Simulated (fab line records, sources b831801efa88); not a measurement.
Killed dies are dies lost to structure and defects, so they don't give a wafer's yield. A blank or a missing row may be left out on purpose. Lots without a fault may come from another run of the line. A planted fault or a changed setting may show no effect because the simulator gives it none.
fab line records | flow sky130
record lots=6 wafers=18 last_day=50
route steps=708 shown VIA1@480 METAL2@483 PAD_OPEN@708
lots that met no fault: from a run of the same line without faults
start_h: hours from the record's first day to the start of the lot's first wafer shown | wait_h: hours since the lot's step before | " the same as in the row above | L1.1+2: a row that stands for several wafers | - no value, or no start given | * or withheld: withheld | < > ~ a bound
route shown NAME@n: a module of which the file shows steps, and the number in the route of the first | usual: mean/standard deviation of fault-free wafers | same: alike in all rows | chamber/n: place in a boat | sites: the reading at each site | _std_site: their standard deviation | _edge_site: outer sites' mean less inner sites' | radius_mm: how far each site lies from the wafer's centre | mask NAME#n: copy n | behind: the tool/chamber that last shaped the wafer | hold: why the lot was held/for how many hours/how that ended | device: the transistor (n, p or np) that didn't switch | end of line: the same wafers' tests at the end of the route | a step without rows: its recipe alone | killed: dies lost to structure and defects at the first sort, not the wafer's yield | map: a wafer's dies, x killed, . not, _ none there
set.NAME: the setting as run; set.NAME@STEP: as run at that earlier step | model.NAME: the simulator's own value behind a step, which no gauge read
lots at some steps of the route; a table a step, a row a wafer
services: from which hour (start_h, from the record's first day; less than 0 if before it) a tool's chamber was out of use, for how many hours, and why
## steps
# step SKY_VIA1_RS_MEAS_22
# recipe thk_meas_gauge=four-point-probe reads=W_of_VIA1_CVD_21+TiN_of_VIA1_SPUTTER_20
# usual VIA1_W_RS=0.424/0.0061
# columns lot.wafer tool chamber start_h wait_h VIA1_W_RS[ohm/sq]
L679.3 film_metro-04 - 838.31 0.1 0.412
L679.4 " - " " 0.433
L679.5 " - " " 0.425
L684.1 film_metro-04 - 871.82 0.1 0.432
L684.3 " - " " 0.414
L684.6 " - " " 0.431
L687.1 film_metro-03 - 901.48 0.1 0.427
L687.3 " - " " 0.424
L687.6 " - " " 0.426
L689.1 film_metro-03 - 913.39 0.1 0.426
L689.2 " - " " 0.421
L689.4 " - " " 0.420
L691.3 film_metro-01 - 926.64 0.1 0.430
L691.5 " - " " 0.417
L691.6 " - " " 0.430
L696.3 film_metro-03 - 953.37 0.1 0.425
L696.4 " - " " 0.430
L696.5 " - " " 0.424
# step SKY_VIA1_THK_MEAS_23
# recipe thk_meas_gauge=xrf reads=W_of_VIA1_CVD_21
# usual VIA1_W_THK=271/4.1
# columns lot.wafer tool chamber start_h wait_h VIA1_W_THK[nm]
L679.3 film_metro-04 - 838.41 0.1 278
L679.4 " - " " 266
L679.5 " - " " 272
L684.1 film_metro-04 - 871.94 0.1 265
L684.3 " - " " 275
L684.6 " - " " 267
L687.1 film_metro-03 - 901.60 0.1 271
L687.3 " - " " 272
L687.6 " - " " 270
L689.1 film_metro-03 - 913.51 0.1 273
L689.2 " - " " 275
L689.4 " - " " 277
L691.3 film_metro-01 - 926.74 0.1 266
L691.5 " - " " 273
L691.6 " - " " 265
L696.3 film_metro-03 - 953.47 0.1 271
L696.4 " - " " 269
L696.5 " - " " 273
# step SKY_VIA1_CMP_24
# recipe stop_on=SiO2 t_overpolish_s=15 down_force_psi=3.5 platen_rpm=60 target_thk_nm=0 pad_velocity_m_s=0.94248
# step SKY_METAL2_SPUTTER_00
# recipe material=Ti target_thk_nm=15 power_w=3000 time_s=10 chamber_pressure_pa=0.4
# step SKY_METAL2_SPUTTER_01
# recipe material=TiN target_thk_nm=20 power_w=6500 time_s=16.7 chamber_pressure_pa=0.4
# step SKY_METAL2_SPUTTER_02
# recipe material=AlCu target_thk_nm=250 power_w=10600 time_s=13.3 chamber_pressure_pa=0.4
# usual throttle_valve_pct=30.3/1.2
# columns lot.wafer tool chamber start_h wait_h throttle_valve_pct
L679.3 pvd_sputter-04 - 838.80 0.0 31.7
L679.4 " - " " 28.6
L679.5 " - " " 28.6
L684.1 pvd_sputter-01 - 872.35 0.0 30.5
L684.3 " - " " 31.7
L684.6 " - " " 28.7
L687.1 pvd_sputter-01 - 902.01 0.0 29.2
L687.3 " - " " 30.3
L687.6 " - " " 31.2
L689.1 pvd_sputter-01 - 913.92 0.0 28.9
L689.2 " - " " 32.0
L689.4 " - " " 31.2
L691.3 pvd_sputter-02 - 927.13 0.0 29.6
L691.5 " - " " 31.3
L691.6 " - " " 29.5
L696.3 pvd_sputter-04 - 953.87 0.0 30.4
L696.4 " - " " 28.5
L696.5 " - " " 28.4
# step SKY_METAL2_SPUTTER_03
# recipe material=Ti target_thk_nm=5 power_w=3000 time_s=3.3 chamber_pressure_pa=0.4
# usual throttle_valve_pct=30.3/1.2
# columns lot.wafer tool chamber start_h wait_h throttle_valve_pct
L679.3 pvd_sputter-04 - 838.82 0.0 31.7
L679.4 " - " " 28.4
L679.5 " - " " 28.4
L684.1 pvd_sputter-01 - 872.37 0.0 30.2
L684.3 " - " " 32.0
L684.6 " - " " 28.9
L687.1 pvd_sputter-01 - 902.03 0.0 28.8
L687.3 " - " " 30.3
L687.6 " - " " 31.3
L689.1 pvd_sputter-01 - 913.94 0.0 28.8
L689.2 " - " " 32.3
L689.4 " - " " 31.0
L691.3 pvd_sputter-02 - 927.15 0.0 29.5
L691.5 " - " " 31.5
L691.6 " - " " 29.5
L696.3 pvd_sputter-04 - 953.90 0.0 30.8
L696.4 " - " " 28.3
L696.5 " - " " 28.6
# step SKY_METAL2_SPUTTER_04
# recipe material=TiN target_thk_nm=70 power_w=6500 time_s=58.3 chamber_pressure_pa=0.4
# usual throttle_valve_pct=30.3/1.2
# columns lot.wafer tool chamber start_h wait_h throttle_valve_pct
L679.3 pvd_sputter-04 - 838.84 0.0 31.5
L679.4 " - " " 28.4
L679.5 " - " " 28.5
L684.1 pvd_sputter-01 - 872.39 0.0 30.4
L684.3 " - " " 31.9
L684.6 " - " " 28.8
L687.1 pvd_sputter-01 - 902.05 0.0 28.7
L687.3 " - " " 30.5
L687.6 " - " " 31.3
L689.1 pvd_sputter-01 - 913.96 0.0 28.7
L689.2 " - " " 32.1
L689.4 " - " " 31.1
L691.3 pvd_sputter-02 - 927.17 0.0 29.6
L691.5 " - " " 31.3
L691.6 " - " " 29.4
L696.3 pvd_sputter-04 - 953.92 0.0 30.6
L696.4 " - " " 28.1
L696.5 " - " " 28.6
# step SKY_METAL2_RS_MEAS_05
# recipe thk_meas_gauge=four-point-probe reads=TiN_of_METAL2_SPUTTER_04+Ti_of_METAL2_SPUTTER_03+AlCu_of_METAL2_SPUTTER_02+TiN_of_METAL2_SPUTTER_01+Ti_of_METAL2_SPUTTER_00
# usual METAL2_ALCU_RS=0.1268/0.0013
# columns lot.wafer tool chamber start_h wait_h METAL2_ALCU_RS[ohm/sq]
L679.3 film_metro-02 - 838.93 0.1 0.1275
L679.4 " - " " 0.1273
L679.5 " - " " 0.1262
L684.1 film_metro-02 - 872.44 0.0 0.1261
L684.3 " - " " 0.1261
L684.6 " - " " 0.1269
L687.1 film_metro-02 - 902.10 0.0 0.1245
L687.3 " - " " 0.1243
L687.6 " - " " 0.1244
L689.1 film_metro-04 - 914.01 0.0 0.1270
L689.2 " - " " 0.1275
L689.4 " - " " 0.1274
L691.3 film_metro-04 - 927.26 0.1 0.1260
L691.5 " - " " 0.1278
L691.6 " - " " 0.1263
L696.3 film_metro-04 - 954.01 0.1 0.1307
L696.4 " - " " 0.1289
L696.5 " - " " 0.1288
# step SKY_METAL2_THK_MEAS_06
# recipe thk_meas_gauge=xrf reads=AlCu_of_METAL2_SPUTTER_02
# usual METAL2_ALCU_THK=249.5/2.9
# columns lot.wafer tool chamber start_h wait_h METAL2_ALCU_THK[nm]
L679.3 film_metro-02 - 839.03 0.1 250.0
L679.4 " - " " 250.2
L679.5 " - " " 251.4
L684.1 film_metro-02 - 872.56 0.1 252.0
L684.3 " - " " 252.1
L684.6 " - " " 252.0
L687.1 film_metro-02 - 902.22 0.1 254.9
L687.3 " - " " 254.7
L687.6 " - " " 252.7
L689.1 film_metro-04 - 914.13 0.1 246.9
L689.2 " - " " 246.8
L689.4 " - " " 246.9
L691.3 film_metro-04 - 927.36 0.1 251.0
L691.5 " - " " 246.9
L691.6 " - " " 249.6
L696.3 film_metro-04 - 954.11 0.1 240.7
L696.4 " - " " 242.8
L696.5 " - " " 246.2
# step SKY_METAL2_DEHYDRATE_07
# recipe temp_c=200 time_s=60
# step SKY_METAL2_HMDS_08
# recipe prime_time_s=60 prime_temp_c=120
# step SKY_METAL2_COAT_09
# recipe resist=BARC temp_c=withheld time_s=withheld spin_rpm=3000 resist_thk_nm=60
# usual exhaust_pa=45.0/0.84 spin_speed_rpm=3000.5/1.9
# columns lot.wafer tool chamber start_h wait_h exhaust_pa spin_speed_rpm
L679.3 litho_track-02 0 851.86 0.1 43.2 3001.0
L679.4 " 0 " " 43.8 3001.7
L679.5 " 0 " " 44.1 2999.9
L684.1 litho_track-01 0 884.13 0.1 45.6 3001.5
L684.3 " 0 " " 46.2 3000.7
L684.6 " 0 " " 45.7 2999.7
L687.1 litho_track-02 0 914.66 0.1 43.5 2251.4
L687.3 " 0 " " 43.3 2253.0
L687.6 " 0 " " 43.0 2255.0
L689.1 litho_track-04 0 926.39 0.1 45.3 3001.1
L689.2 " 0 " " 46.0 2998.0
L689.4 " 0 " " 46.5 3001.1
L691.3 litho_track-02 0 939.66 0.1 45.0 2251.4
L691.5 " 0 " " 45.8 2258.4
L691.6 " 0 " " 45.7 2252.6
L696.3 litho_track-01 0 965.88 0.1 45.4 3002.2
L696.4 " 0 " " 43.9 3001.2
L696.5 " 0 " " 44.8 3000.5
# step SKY_METAL2_COAT_10
# recipe resist=KrF-thick spin_rpm=3000 resist_thk_nm=450
# step SKY_METAL2_SOFTBAKE_11
# recipe temp_c=100 time_s=90 resist=KrF-thick
# step SKY_METAL2_EXPOSE_12
# recipe mask_id=MM2 na=0.8 source_shape=annular sigma_inner=0.55 sigma_outer=0.85 target_cd_nm=140 dose_mj=28
# step SKY_METAL2_PEB_13
# recipe peb_temp_c=withheld peb_time_s=withheld resist=KrF-thick
# step SKY_METAL2_DEVELOP_14
# recipe develop_time_s=60 resist=KrF-thick dev_temp_c=21
# step SKY_METAL2_CD_MEAS_15
# recipe target_cd_nm=140
# usual cd_nm=139.6/1.8
# columns lot.wafer tool chamber start_h wait_h cd_nm
L679.3 cd_sem-01 - 865.30 - 140.0
L679.4 " - " " 139.4
L679.5 " - " " 137.5
L684.1 cd_sem-01 - 897.28 - 139.8
L684.3 " - " " 141.3
L684.6 " - " " 141.3
L687.1 cd_sem-01 - 926.53 - 141.1
L687.3 " - " " 140.8
L687.6 " - " " 140.9
L689.1 cd_sem-02 - 938.51 - 139.5
L689.2 " - " " 139.7
L689.4 " - " " 139.6
L691.3 cd_sem-02 - 951.62 - 138.4
L691.5 " - " " 139.8
L691.6 " - " " 138.9
L696.3 cd_sem-02 - 978.07 - 139.0
L696.4 " - " " 139.4
L696.5 " - " " 139.7
# step SKY_METAL2_OVL_MEAS_16
# usual METAL2_OVL=-3/5.9
# columns lot.wafer tool chamber start_h wait_h METAL2_OVL[nm]
L679.3 overlay-02 - 865.40 0.1 -9
L679.4 " - " " -1
L679.5 " - " " -2
L684.1 overlay-02 - 897.40 0.1 -1
L684.3 " - " " 4
L684.6 " - " " 8
L687.1 overlay-02 - 926.65 0.1 -13
L687.3 " - " " -7
L687.6 " - " " -14
L689.1 overlay-02 - 938.63 0.1 0
L689.2 " - " " 1
L689.4 " - " " 0
L691.3 overlay-02 - 951.71 0.1 -2
L691.5 " - " " -2
L691.6 " - " " -7
L696.3 overlay-02 - 978.16 0.1 8
L696.4 " - " " 4
L696.5 " - " " 8
# step SKY_METAL2_DESCUM_17
# recipe chemistry=O2 source_power_w=150 bias_power_w=0 pressure_mtorr=10 temp_c=40 time_s=8
# usual drypump_motor_current_A=5.5/0.41 oes_product_au=1.009/0.0087
# columns lot.wafer tool chamber start_h wait_h drypump_motor_current_A oes_product_au rf_hours_counter_h
L679.3 rie_metal-01 1 865.43 0.0 5.1 1.008 -
L679.4 " 0 " " 5.6 1.023 -
L679.5 " 0 " " 5.6 1.016 -
L684.1 rie_metal-03 0 897.43 0.0 5.6 1.035 19
L684.3 " 0 " " 5.6 1.019 -
L684.6 " 1 " " 5.2 1.014 -
L687.1 rie_metal-04 0 926.69 0.0 5.7 1.007 6
L687.3 " 1 " " 6.3 1.000 -
L687.6 " 1 " " 6.4 0.995 -
L689.1 rie_metal-04 0 938.67 0.0 5.7 1.016 6
L689.2 " 1 " " 6.3 1.003 10
L689.4 " 1 " " 6.3 1.010 -
L691.3 rie_metal-01 0 951.75 0.0 5.6 1.012 -
L691.5 " 1 " " 5.0 1.011 -
L691.6 " 0 " " 5.6 1.012 -
L696.3 rie_metal-01 1 978.20 0.0 5.0 0.999 -
L696.4 " 0 " " 5.6 1.014 -
L696.5 " 1 " " 5.1 1.006 -
# step SKY_METAL2_ETCH_18
# recipe chemistry=N2/H2 target=BARC ion_energy_ev=200 bias_w=100 pressure_mtorr=30 n2_flow_sccm=100 h2_flow_sccm=200 icp_w=500 stop_on=SiO2 time_s=45.9 target_depth_a=600
# usual drypump_motor_current_A=5.5/0.41 oes_product_au=0.854/0.0049 throttle_valve_pct=13.224/0.0087
# columns lot.wafer tool chamber start_h wait_h drypump_motor_current_A oes_product_au rf_hours_counter_h throttle_valve_pct model.etch.depth_nm
L679.3 rie_metal-01 1 865.47 0.0 5.1 0.853 - 13.220 59.93
L679.4 " 0 " " 5.6 0.858 - 13.242 59.9
L679.5 " 0 " " 5.6 0.845 - 13.225 59.86
L684.1 rie_metal-03 0 897.47 0.0 5.7 0.849 19 13.227 59.91
L684.3 " 0 " " 5.6 0.849 - 13.225 60.02
L684.6 " 1 " " 5.1 0.856 - 13.232 59.76
L687.1 rie_metal-04 0 926.72 0.0 5.7 0.929 6 13.220 69.31
L687.3 " 1 " " 6.3 0.933 - 13.236 69.47
L687.6 " 1 " " 6.4 0.933 - 13.208 69.56
L689.1 rie_metal-04 0 938.70 0.0 5.7 0.854 6 13.217 59.77
L689.2 " 1 " " 6.4 0.859 10 13.222 59.76
L689.4 " 1 " " 6.4 0.857 - 13.219 59.85
L691.3 rie_metal-01 0 951.79 0.0 5.6 0.922 - 13.220 69.32
L691.5 " 1 " " 5.0 0.924 - 13.226 69.41
L691.6 " 0 " " 5.6 0.932 - 13.237 69.5
L696.3 rie_metal-01 1 978.24 0.0 5.1 0.852 - 13.222 60.01
L696.4 " 0 " " 5.6 0.857 - 13.242 59.99
L696.5 " 1 " " 5.1 0.850 - 13.222 59.92
# step SKY_METAL2_METAL_ETCH_19
# recipe target_depth_a=3600 stop_on=SiO2 over_etch_frac=0.3 time_s=78 chemistry=Cl2/BCl3 resist_sidewall_deg=88 pressure_mtorr=10 icp_w=900 bias_w=48.5 Cl2_flow_sccm=60 bcl3_flow_sccm=30
# usual drypump_motor_current_A=5.5/0.41 oes_product_au=0.854/0.0062 throttle_valve_pct=22.265/0.0093
# columns lot.wafer tool chamber start_h wait_h drypump_motor_current_A oes_product_au rf_hours_counter_h throttle_valve_pct
L679.3 rie_metal-01 1 865.54 0.1 5.0 0.855 - 22.269
L679.4 " 0 " " 5.6 0.853 - 22.282
L679.5 " 0 " " 5.6 0.854 - 22.262
L684.1 rie_metal-03 0 897.53 0.0 5.6 0.859 19 22.281
L684.3 " 0 " " 5.6 0.853 - 22.270
L684.6 " 1 " " 5.2 0.852 - 22.269
L687.1 rie_metal-04 0 926.78 0.0 5.7 0.855 6 22.256
L687.3 " 1 " " 6.3 0.850 - 22.269
L687.6 " 1 " " 6.3 0.848 - 22.273
L689.1 rie_metal-04 0 938.76 0.0 5.6 0.846 6 22.264
L689.2 " 1 " " 6.3 0.856 10 22.262
L689.4 " 1 " " 6.3 0.848 - 22.259
L691.3 rie_metal-01 0 951.86 0.1 5.6 0.847 - 22.238
L691.5 " 1 " " 5.0 0.857 - 22.256
L691.6 " 0 " " 5.6 0.865 - 22.262
L696.3 rie_metal-01 1 978.31 0.1 5.0 0.850 - 22.254
L696.4 " 0 " " 5.6 0.861 - 22.259
L696.5 " 1 " " 5.1 0.850 - 22.262
# step SKY_METAL2_STRIP_20
# recipe chemistry=O2/N2 power_w=1400 pressure_mtorr=1500 platen_temp_c=withheld o2_flow_sccm=3000 n2_flow_sccm=300 overash_fraction=0.5
# usual drypump_motor_current_A=5.6/0.61 oes_product_au=0.341/0.0046 strip_time_to_endpoint_s=2.65/0.041
# same overash_fraction=0.5
# columns lot.wafer tool chamber start_h wait_h drypump_motor_current_A oes_product_au rf_hours_counter_h strip_time_to_endpoint_s
L679.3 plasma_asher-03 0 865.64 0.1 6.2 0.346 - 2.78
L679.4 " 1 " " 4.9 0.327 - 2.67
L679.5 " 0 " " 6.3 0.337 - 2.65
L684.1 plasma_asher-04 0 897.62 0.1 5.6 0.343 75 2.64
L684.3 " 1 " " 5.8 0.337 - 2.63
L684.6 " 0 " " 5.6 0.340 - 2.68
L687.1 plasma_asher-02 1 926.87 0.1 4.8 0.347 19 2.75
L687.3 " 1 " " 4.8 0.340 - 2.78
L687.6 " 0 " " 6.4 0.342 - 2.81
L689.1 plasma_asher-04 0 938.85 0.1 5.6 0.342 79 2.64
L689.2 " 1 " " 5.8 0.338 79 2.67
L689.4 " 1 " " 5.8 0.341 - 2.67
L691.3 plasma_asher-03 0 951.95 0.1 6.3 0.353 - 2.76
L691.5 " 1 " " 4.9 0.348 - 2.83
L691.6 " 0 " " 6.3 0.349 - 2.77
L696.3 plasma_asher-04 0 978.40 0.1 5.6 0.340 - 2.70
L696.4 " 1 " " 5.8 0.338 - 2.60
L696.5 " 0 " " 5.6 0.341 - 2.73
# step SKY_METAL2_STRIP_21
# recipe chemistry=post_etch_residue_remover time_s=1200 temp_c=72.5
# step SKY_PAD_OPEN_PROBE_99
# usual defect_limited_yield=82.7/1.8 killed_at_M0_to_M3=43/6.8 killed_at_M4_up=3.2/1.8 killed_at_contacts=24/5.2 killed_at_front_end=15/4.2 killed_at_other=0.4/0.62 killed_dies=85/8.7 killed_open=46/6.7 killed_short=39/5.9 sort_bin_3_pad_short=0.9/0.41 sort_bin_5_function=10.2/1.5 sort_bin_6_memory=6.3/1.1 sort_n_pass=407/8.7 sort_yield_pct=82.7/1.8
# same gross_dies=492 killed_at_back_side=0 sort_bin_4_leakage[%]=0 sort_bin_8_speed[%]=0
# columns lot.wafer tool chamber start_h wait_h defect_limited_yield[%] killed_at_M0_to_M3 killed_at_M4_up killed_at_contacts killed_at_front_end killed_at_other killed_dies killed_open killed_short sort_bin_3_pad_short[%] sort_bin_5_function[%] sort_bin_6_memory[%] sort_n_pass sort_yield_pct[%]
L684.1 prober-01 - 1136.56 0.1 80.7 48 5 26 16 0 95 46 48 1.6 10.2 7.5 397 80.7
L684.3 prober-01 - 1136.66 0.2 83.3 35 6 24 17 0 82 45 36 0.4 9.3 6.9 410 83.3
L684.6 prober-01 - 1136.81 0.2 82.9 43 2 30 9 0 84 50 33 0.6 12.0 4.5 408 82.9
L687.1 prober-02 - 1154.46 0.1 84.6 30 5 20 21 0 76 40 36 0.8 7.7 6.9 416 84.6
L687.3 prober-02 - 1154.56 0.2 86.2 36 1 22 7 2 68 39 27 0.4 8.7 4.7 424 86.2
L687.6 prober-02 - 1154.71 0.2 82.7 39 3 23 19 1 85 46 38 0.6 9.3 7.3 407 82.7
L696.3 prober-01 - 1191.26 0.2 82.9 45 1 20 17 1 84 51 32 0.4 11.8 4.9 408 82.9
L696.4 prober-01 - 1191.31 0.2 83.5 48 5 18 10 0 81 47 34 0.2 9.6 6.7 411 83.5
L696.5 prober-01 - 1191.36 0.2 86.8 27 1 19 17 1 65 37 27 0.4 8.7 4.1 427 86.8
# killed by level:class
L684.1 LI_CONTACT:geometric_particle:open=9 CONTACT:geometric_particle:open=9 VIA1:geometric_particle:open=8 VIA3:geometric_particle:short=8 METAL2:geometric_particle:short=6 METAL1:geometric_particle:short=5 VIA1:geometric_particle:short=5 FIELD_ISO:geometric_particle:short=4
L684.3 CONTACT:geometric_particle:open=10 VIA2:geometric_particle:open=9 METAL1:geometric_particle:short=6 VIA1:geometric_particle:open=6 VIA3:geometric_particle:open=5 FIELD_ISO:geometric_particle:open=4 POLY_GATE:geometric_particle:open=4 LI_CONTACT:geometric_particle:open=4
L684.6 VIA1:geometric_particle:open=13 LI_CONTACT:geometric_particle:open=9 CONTACT:geometric_particle:open=8 LOCAL_INTERCONNECT:geometric_particle:short=6 CONTACT:geometric_particle:short=6 METAL1:geometric_particle:short=6 VIA3:geometric_particle:open=6 VIA2:geometric_particle:open=5
L687.1 VIA1:geometric_particle:short=8 FIELD_ISO:geometric_particle:open=7 LI_CONTACT:geometric_particle:open=7 CONTACT:geometric_particle:open=7 VIA1:geometric_particle:open=7 VIA2:geometric_particle:open=4 FIELD_ISO:geometric_particle:short=3 POLY_CUT:geometric_particle:short=3
L687.3 LI_CONTACT:geometric_particle:open=9 VIA1:geometric_particle:open=9 VIA2:geometric_particle:open=8 CONTACT:geometric_particle:open=6 CONTACT:geometric_particle:short=4 POLY_GATE:geometric_particle:short=3 VIA1:geometric_particle:short=3 METAL2:geometric_particle:short=3
L687.6 VIA1:geometric_particle:open=8 FIELD_ISO:geometric_particle:open=6 LI_CONTACT:geometric_particle:open=6 CONTACT:geometric_particle:open=6 VIA2:geometric_particle:open=6 LI_CONTACT:geometric_particle:short=5 METAL1:geometric_particle:open=5 VIA1:geometric_particle:short=5
L696.3 CONTACT:geometric_particle:open=12 VIA3:geometric_particle:open=10 VIA2:geometric_particle:open=7 VIA1:geometric_particle:open=7 FIELD_ISO:geometric_particle:short=5 FIELD_ISO:geometric_particle:open=4 LI_CONTACT:geometric_particle:open=4 VIA2:geometric_particle:short=4
L696.4 VIA3:geometric_particle:open=10 VIA1:geometric_particle:open=9 VIA2:geometric_particle:open=9 CONTACT:geometric_particle:open=8 LI_CONTACT:geometric_particle:open=6 FIELD_ISO:geometric_particle:short=5 METAL4:geometric_particle:short=5 VIA1:geometric_particle:short=4
L696.5 LI_CONTACT:geometric_particle:open=10 VIA2:geometric_particle:open=6 CONTACT:geometric_particle:short=4 VIA1:geometric_particle:open=4 VIA3:geometric_particle:open=4 FIELD_ISO:geometric_particle:short=3 POLY_GATE:geometric_particle:short=3 SPACER:geometric_particle:open=3
## services
# columns tool chamber start_h hours kind
pvd_sputter-02 - 817.22 33.4 repair
pvd_sputter-01 0 846.46 - consumable_replace:kit
pvd_sputter-01 0 846.46 18.0 scheduled_down
pvd_sputter-01 0 846.46 18.0 vent_cycle
rie_metal-03 - 847.04 1.2 repair
rie_metal-01 1 895.65 - clean
rie_metal-01 1 895.65 17.2 scheduled_down
rie_metal-01 1 895.65 17.2 vent_cycle
pvd_sputter-01 - 901.16 0.5 repair
rie_metal-03 0 929.71 - clean
rie_metal-03 0 929.71 13.7 scheduled_down
rie_metal-03 0 929.71 13.7 vent_cycle
pvd_sputter-02 - 937.91 2.7 repair
pvd_sputter-02 0 950.36 - consumable_replace:kit
pvd_sputter-02 0 950.36 18.0 scheduled_down
pvd_sputter-02 0 950.36 18.0 vent_cycle
rie_metal-01 - 955.08 14.6 pm
pvd_sputter-02 - 957.43 6.0 repair
plasma_asher-03 - 967.94 1.1 repair
pvd_sputter-04 0 968.89 - consumable_replace:kit
pvd_sputter-04 0 968.89 18.0 scheduled_down
pvd_sputter-04 0 968.89 18.0 vent_cycle
## key
first_sign step=SKY_METAL2_COAT_09 reading=spin_speed_rpm direction=down sigmas=99+ usual=3000.5 struck=2253.6
effect step=SKY_METAL2_ETCH_18 reading=oes_product_au direction=up sigmas=15 usual=0.854 struck=0.929
effect step=SKY_METAL2_STRIP_20 reading=strip_time_to_endpoint_s direction=up sigmas=3.2 usual=* struck=*
model_effect step=SKY_METAL2_ETCH_18 value=etch.depth_nm without=60.15 struck=69.43
met_at SKY_METAL2_COAT_09
struck_wafers L687.1,L687.3,L687.6,L691.3,L691.5,L691.6
onset_between 851.86 914.66
fault kind=process_parameter_drift tool=litho_track-02 chamber=- onset_h=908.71 steps=SKY_METAL2_COAT_09 channel=spin_rpm offset=-747.9 shape=step end_h=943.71 acts_in=these_recipes_only stated=3000
